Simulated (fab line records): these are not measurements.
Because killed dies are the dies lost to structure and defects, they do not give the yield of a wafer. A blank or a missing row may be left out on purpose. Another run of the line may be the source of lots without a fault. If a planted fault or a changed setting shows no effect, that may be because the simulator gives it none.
What tool caused it? / flow gf180mcu / Sampling: 7 lots, 21 wafers, 2 of 602 route steps

## WHAT THE GAUGES READ, wafer by wafer
GF_DUAL_GATE_THK_MEAS_03.
lot=L989; measured=day 8 01:00; on=film-metro-01; DUAL_GATE_OXIDATION_00_THK (nm)=11.24 11.21 11.07
lot=L991; measured=day 8 14:54; on=film-metro-03; DUAL_GATE_OXIDATION_00_THK (nm)=10.86 10.94 10.86
lot=L993; measured=day 9 07:13; on=film-metro-01; DUAL_GATE_OXIDATION_00_THK (nm)=8.59 8.65 8.47
lot=L103; measured=day 12 04:35; on=film-metro-01; DUAL_GATE_OXIDATION_00_THK (nm)=11.27 11.26 11.10
lot=L105; measured=day 12 17:18; on=film-metro-03; DUAL_GATE_OXIDATION_00_THK (nm)=10.97 10.99 10.88
lot=L107; measured=day 13 08:23; on=film-metro-02; DUAL_GATE_OXIDATION_00_THK (nm)=11.09 10.96 11.09
lot=L109; measured=day 14 07:59; on=film-metro-03; DUAL_GATE_OXIDATION_00_THK (nm)=11.00 11.11 11.11

## TOOL THAT RAN EACH LOT (tool first, then ch and the chambers of the sampled wafers, then the start)
lot=L989; GF_DUAL_GATE_OXIDATION_02=furnace-01 ch 0, day 7 23:32
lot=L991; GF_DUAL_GATE_OXIDATION_02=furnace-02 ch 0, day 8 13:27
lot=L993; GF_DUAL_GATE_OXIDATION_02=furnace-02 ch 0, day 9 05:46
lot=L103; GF_DUAL_GATE_OXIDATION_02=furnace-01 ch 0, day 12 03:08
lot=L105; GF_DUAL_GATE_OXIDATION_02=furnace-01 ch 0, day 12 15:52
lot=L107; GF_DUAL_GATE_OXIDATION_02=furnace-01 ch 0, day 13 06:57
lot=L109; GF_DUAL_GATE_OXIDATION_02=furnace-01 ch 0, day 14 06:32
- GF_DUAL_GATE_OXIDATION_02: stabilise 600 s, purge 300 s, target thk 10.887 nm.

## THE ANSWER, worked out from the rows above alone
Rule: what is usual is taken from the lots themselves. The widest of any qualifying gaps counts: lots, ordered by their means at a reading, are off when they make up no more than a third of the lots, leave a main group of 4 or more, and stand apart from it by 3 or more times the standard deviation of that group's means. Not used: any main group whose means are identical at the precision the tables above print for the reading. Also off: a lot with no number at a reading for which 4 or more lots have one. All remaining lots with rows at the step are treated as sound.
Off: L993, seen at GF_DUAL_GATE_THK_MEAS_03 (DUAL_GATE_OXIDATION_00_THK). Mean 11.06 nm and standard deviation 0.11 in the main group.
If a tool, at a process step before that reading, ran all the lots that are off and no sound lot after the first of them, it fits. Gauges at GF_DUAL_GATE_THK_MEAS_03: tried the same way as those tools. One fits: furnace-02 at GF_DUAL_GATE_OXIDATION_02. Its last sound lot is L991 (day 8 13:27), its first lot that is off L993 (day 9 05:46): a fault that began between those two fits.

## WHAT THE SIMULATOR HAD PUT IN
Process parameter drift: furnace-02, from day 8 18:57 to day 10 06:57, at GF_DUAL_GATE_OXIDATION_02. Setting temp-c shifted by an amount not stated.
Lots struck among those shown: L993. Same finding as the rule above.
